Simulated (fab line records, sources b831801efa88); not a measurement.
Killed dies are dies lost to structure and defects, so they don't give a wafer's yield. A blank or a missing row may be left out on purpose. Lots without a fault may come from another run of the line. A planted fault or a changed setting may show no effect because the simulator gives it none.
Chamber matching | flow sfq_line | SFQ_TRILAYER_I0_DEP_PECVD_027 on pecvd-04: 3 sister chambers
The step deposits SiO2 from SiH4/N2O, time 111.11 s, target thk 500 nm. 18 wafers are shown with their chamber, then 9 later ones without.

WAFERS WITH THEIR CHAMBER
wafer  | chamber | showerhead_vpp_V (V) | throttle_valve_pct (%) | heater_power_w (W)
L159.1 | 0       | 931                  | 25.4                   | 84
L159.2 | 1       | 811                  | 24.8                   | 103
L159.6 | 1       | 813                  | 24.9                   | 102
L160.1 | 1       | 815                  | 24.8                   | 90
L160.4 | 1       | 815                  | 24.8                   | 92
L160.5 | 0       | 929                  | 25.3                   | 90
L162.1 | 1       | 815                  | 25.0                   | 105
L162.5 | 1       | 816                  | 24.8                   | 102
L162.6 | 0       | 920                  | 25.3                   | 82
L163.3 | 2       | 802                  | 25.7                   | 108
L163.4 | 2       | 800                  | 26.0                   | 87
L163.6 | 0       | 906                  | 25.1                   | 85
L166.4 | 2       | 787                  | 25.9                   | 106
L166.5 | 0       | 904                  | 25.7                   | 91
L166.6 | 1       | 810                  | 24.9                   | 88
L169.1 | 2       | 788                  | 25.9                   | 103
L169.4 | 0       | 920                  | 25.4                   | 84
L169.5 | 1       | 805                  | 24.9                   | 103

SIGNATURES (means of the wafers above)
reading            | chamber 0 | chamber 1 | chamber 2 | scatter within a chamber
showerhead_vpp_V   | 918.33    | 812.50    | 794.25    | 7.82
throttle_valve_pct | 25.367    | 24.863    | 25.875    | 0.137
heater_power_w     | 86.00     | 98.12     | 101.00    | 6.69
Rule: a wafer's distance from a chamber is the root of the sum, over the readings, of the square of ((its reading less the chamber's mean) divided by the reading's scatter). The wafer belongs to the nearest chamber; if the next one is less than 2 further off, it can't be placed. The scatter: the root of (the sum of the squares of (reading less its chamber's mean) over the shown wafers, divided by (wafers less chambers)).

WAFERS WITHOUT THEIR CHAMBER
wafer  | showerhead_vpp_V (V) | throttle_valve_pct (%) | heater_power_w (W)
L178.1 | 779                  | 26.4                   | 104
L178.2 | 903                  | 25.6                   | 89
L178.5 | 791                  | 26.2                   | 90
L180.1 | 794                  | 26.1                   | 91
L180.3 | 822                  | 25.2                   | 104
L180.6 | 818                  | 25.1                   | 103
L181.1 | 819                  | 25.1                   | 102
L181.3 | 924                  | 25.7                   | 91
L181.4 | 775                  | 26.4                   | 100

WHICH CHAMBER EACH WENT THROUGH
wafer  | from the rows above | in truth
L178.1 | 2                   | 2
L178.2 | 0                   | 0
L178.5 | 2                   | 2
L180.1 | 2                   | 2
L180.3 | 1                   | 1
L180.6 | 1                   | 1
L181.1 | 1                   | 1
L181.3 | 0                   | 0
L181.4 | 2                   | 2
Placed correctly: 9 of 9. Can't be placed from these rows: 0. Placed wrongly: 0.
